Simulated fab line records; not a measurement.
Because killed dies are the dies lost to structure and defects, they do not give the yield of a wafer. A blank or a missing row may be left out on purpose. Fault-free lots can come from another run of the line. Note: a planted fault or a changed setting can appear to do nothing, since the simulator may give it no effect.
Comparing a struck lot with a sound one / flow sky130 / 16 steps out of a route of 708
Sound: the wafers L710.1, L710.2, L710.5. Struck: wafer L700.4 (L700.1, L700.5, from the same lot, were not struck and are left out); the cause is given at the end.
At each step with rows: each side's tool, then ch and its chambers, then its first start. Under that, the readings that differ: sound wafers / struck wafers / difference of the means / sigmas: that difference in standard deviations of wafers without a fault.
alike: a reading whose means differ by less than 2 such deviations, as well as words and numbers matching on both sides. not compared: withheld readings; readings where some wafer has no value; bounds like >300 that might hide an equal value; numbers whose values overlap and for which the record gives no deviation.
A row with sigmas, a row that says differs or no value, or rows on one side alone: a step with any of these is where the two part. Numbers that don't overlap but have no deviation are shown without sigmas and don't part them. A reading that every wafer of one side lacks parts them only if that side has two wafers or more.

first, 3 steps without rows for these wafers: SKY_METAL1_EXPOSE_12 (exposes mask MM1, target cd 140 nm); SKY_METAL1_PEB_13; SKY_METAL1_DEVELOP_14 (develop time 60 s).
SKY_METAL1_CD_MEAS_15: target cd 140 nm.
  sound on cd_sem-01, day 37 23:51; struck on cd_sem-01, day 35 04:08
  alike: cd_nm
SKY_METAL1_OVL_MEAS_16:
  sound on overlay-01, day 37 23:58; struck on overlay-02, day 35 04:16
  alike: METAL1_OVL
SKY_METAL1_DESCUM_17: chemistry O2, time 8 s.
  sound on rie_metal-02 ch 0,1, day 38 00:01; struck on rie_metal-03 ch 0, day 35 04:17
reading=oes_product_au (a.u.); sound=1.016 0.996 1.016; struck=0.978; difference=-0.031; sigmas=-2
  alike: drypump_motor_current_A
  not compared: rf_hours_counter_h
SKY_METAL1_ETCH_18: etches BARC in N2/H2, stops on SiO2, time 45.9 s, target depth 60 nm.
  sound on rie_metal-02 ch 0,1, day 38 00:02; struck on rie_metal-03 ch 0, day 35 04:19
  alike: drypump_motor_current_A, oes_product_au, throttle_valve_pct
  not compared: rf_hours_counter_h
SKY_METAL1_METAL_ETCH_19: etches the open film in Cl2/BCl3, stops on SiO2, target depth 360 nm, time 78 s.
  sound on rie_metal-02 ch 0,1, day 38 00:06; struck on rie_metal-03 ch 0, day 35 04:23
  alike: drypump_motor_current_A, oes_product_au, throttle_valve_pct
  not compared: rf_hours_counter_h
SKY_METAL1_STRIP_20: strips in O2/N2.
  sound on plasma_asher-02 ch 0,1, day 38 00:11; struck on plasma_asher-03 ch 0, day 35 04:29
  alike: drypump_motor_current_A, oes_product_au, strip_time_to_endpoint_s
  not compared: rf_hours_counter_h
then, 3 steps without rows for these wafers: SKY_METAL1_STRIP_21 (strips in post etch residue remover, time 1200 s); SKY_METAL1_CLEAN_22 (cleans in IPA, time 180 s); SKY_METAL1_CLEAN_23 (cleans in O3/DIW).
SKY_VIA1_HDPCVD_00: deposits SiO2, target thk 1030 nm, time 171.7 s.
  sound on hdpcvd-02 ch 1,2, day 38 00:47; struck on hdpcvd-01 ch 0, day 35 05:06
reading=run_length_s (s); sound=199.0 200.4 200.5; struck=194.2; difference=-5.8; sigmas=-12
reading=model.SiO2_of_VIA1_HDPCVD_00.thk_nm (nm); sound=1045 1026 1012; struck=969.8; difference=-57.9; sigmas=
SKY_VIA1_THK_MEAS_01:
  sound on film_metro-01, day 38 00:54; struck on film_metro-02, day 35 05:13
reading=VIA1_HDPCVD_THK (nm); sound=1046 1025 1013; struck=970; difference=-58; sigmas=-4
SKY_VIA1_CMP_02: polishes SiO2.
  sound on cmp-01 ch 1,2,3, day 38 01:04; struck on cmp-02 ch 3, day 35 05:22
  alike: motor_current_A
-- the record jumps here: 12 days lie between the struck wafers' starts before and after (it left off in module VIA1 and takes up again in module PAD_OPEN, whose first step shown is number 708 of the route) --
SKY_PAD_OPEN_PROBE_99:
  record: rows for the struck wafers here (prober-01, day 47 11:51), none for the sound ones

WHERE THEY PART
Last at SKY_PAD_OPEN_PROBE_99 as far as this record goes, first at SKY_METAL1_DESCUM_17.

WHY: the cause the simulator had injected
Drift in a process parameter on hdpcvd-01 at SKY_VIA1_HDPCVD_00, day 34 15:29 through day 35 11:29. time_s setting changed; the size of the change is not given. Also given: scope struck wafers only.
